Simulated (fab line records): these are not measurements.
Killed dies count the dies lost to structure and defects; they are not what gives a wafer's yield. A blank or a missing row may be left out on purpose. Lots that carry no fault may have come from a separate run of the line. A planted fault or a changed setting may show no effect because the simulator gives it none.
Matching of chambers / flow gf180mcu / cmp-01 running GF_STI_CMP_25: 4 sister chambers
The step polishes, stops on Si3N4, t overpolish 33 s, target thk 524.6 nm. 18 wafers are shown with their chamber, then 9 later ones without.

## WAFERS WITH THEIR CHAMBER
wafer=L435.1; chamber=2; motor_current_A (A)=10.9; slurry_flow_ml_min=149.9; time_to_endpoint_s (s)=126
wafer=L435.4; chamber=1; motor_current_A (A)=14.0; slurry_flow_ml_min=150.1; time_to_endpoint_s (s)=126
wafer=L435.5; chamber=3; motor_current_A (A)=11.9; slurry_flow_ml_min=149.8; time_to_endpoint_s (s)=123
wafer=L438.3; chamber=3; motor_current_A (A)=12.1; slurry_flow_ml_min=150.1; time_to_endpoint_s (s)=122
wafer=L438.5; chamber=3; motor_current_A (A)=11.7; slurry_flow_ml_min=149.6; time_to_endpoint_s (s)=124
wafer=L438.6; chamber=2; motor_current_A (A)=11.0; slurry_flow_ml_min=150.5; time_to_endpoint_s (s)=119
wafer=L442.1; chamber=2; motor_current_A (A)=11.6; slurry_flow_ml_min=149.9; time_to_endpoint_s (s)=118
wafer=L442.3; chamber=3; motor_current_A (A)=12.0; slurry_flow_ml_min=150.2; time_to_endpoint_s (s)=114
wafer=L442.4; chamber=1; motor_current_A (A)=13.9; slurry_flow_ml_min=149.5; time_to_endpoint_s (s)=115
wafer=L443.1; chamber=2; motor_current_A (A)=11.8; slurry_flow_ml_min=149.5; time_to_endpoint_s (s)=119
wafer=L443.4; chamber=1; motor_current_A (A)=13.3; slurry_flow_ml_min=149.6; time_to_endpoint_s (s)=123
wafer=L443.6; chamber=1; motor_current_A (A)=13.9; slurry_flow_ml_min=149.9; time_to_endpoint_s (s)=119
wafer=L444.1; chamber=2; motor_current_A (A)=10.9; slurry_flow_ml_min=150.6; time_to_endpoint_s (s)=119
wafer=L444.4; chamber=1; motor_current_A (A)=12.8; slurry_flow_ml_min=150.1; time_to_endpoint_s (s)=125
wafer=L444.5; chamber=0; motor_current_A (A)=12.5; slurry_flow_ml_min=149.8; time_to_endpoint_s (s)=119
wafer=L447.1; chamber=3; motor_current_A (A)=11.1; slurry_flow_ml_min=149.4; time_to_endpoint_s (s)=121
wafer=L447.5; chamber=1; motor_current_A (A)=13.7; slurry_flow_ml_min=149.3; time_to_endpoint_s (s)=128
wafer=L447.6; chamber=2; motor_current_A (A)=11.4; slurry_flow_ml_min=150.1; time_to_endpoint_s (s)=126

SIGNATURES, as means of the wafers listed above
reading=motor_current_A; chamber 0=12.500; chamber 1=13.600; chamber 2=11.267; chamber 3=11.760; scatter within a chamber=0.42
reading=slurry_flow_ml_min; chamber 0=149.800; chamber 1=149.750; chamber 2=150.083; chamber 3=149.820; scatter within a chamber=0.364
reading=time_to_endpoint_s; chamber 0=119.00; chamber 1=122.67; chamber 2=121.17; chamber 3=120.80; scatter within a chamber=4.23
Rule: distance of a wafer from a chamber = root of the sum over the readings of ((wafer's reading minus chamber's mean) / reading's scatter) squared. If the next closest chamber is less than 2 further off than the closest, the wafer can't be placed; otherwise it belongs to the closest. The scatter: take each reading less its chamber's mean, square it, sum over the shown wafers, divide by the number of wafers less the number of chambers, and take the root.

## WAFERS WITH NO CHAMBER GIVEN
wafer=L455.1; motor_current_A (A)=11.2; slurry_flow_ml_min=150.2; time_to_endpoint_s (s)=124
wafer=L455.2; motor_current_A (A)=13.0; slurry_flow_ml_min=150.3; time_to_endpoint_s (s)=128
wafer=L455.5; motor_current_A (A)=13.0; slurry_flow_ml_min=149.9; time_to_endpoint_s (s)=124
wafer=L457.1; motor_current_A (A)=12.0; slurry_flow_ml_min=149.3; time_to_endpoint_s (s)=120
wafer=L457.2; motor_current_A (A)=11.7; slurry_flow_ml_min=151.6; time_to_endpoint_s (s)=119
wafer=L457.4; motor_current_A (A)=13.3; slurry_flow_ml_min=150.5; time_to_endpoint_s (s)=124
wafer=L458.2; motor_current_A (A)=11.8; slurry_flow_ml_min=149.0; time_to_endpoint_s (s)=124
wafer=L458.3; motor_current_A (A)=12.2; slurry_flow_ml_min=150.3; time_to_endpoint_s (s)=126
wafer=L458.4; motor_current_A (A)=13.4; slurry_flow_ml_min=150.5; time_to_endpoint_s (s)=131

## THE CHAMBER EACH PASSED THROUGH
wafer=L455.1; from the rows above=can't be placed: 2 or 3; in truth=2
wafer=L455.2; from the rows above=can't be placed: 1 or 0 or 3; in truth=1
wafer=L455.5; from the rows above=can't be placed: 1 or 0 or 3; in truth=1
wafer=L457.1; from the rows above=can't be placed: 3 or 0 or 2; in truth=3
wafer=L457.2; from the rows above=can't be placed: 2 or 3 or 0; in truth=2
wafer=L457.4; from the rows above=can't be placed: 1 or 0 or 3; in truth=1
wafer=L458.2; from the rows above=can't be placed: 3 or 0 or 2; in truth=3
wafer=L458.3; from the rows above=can't be placed: 3 or 0 or 2 or 1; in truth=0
wafer=L458.4; from the rows above=can't be placed: 1 or 0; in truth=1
Correctly placed: 0 of 9. Can't be placed from these rows: 9 (the true chamber is among the candidates in 9). Number placed wrongly: 0.
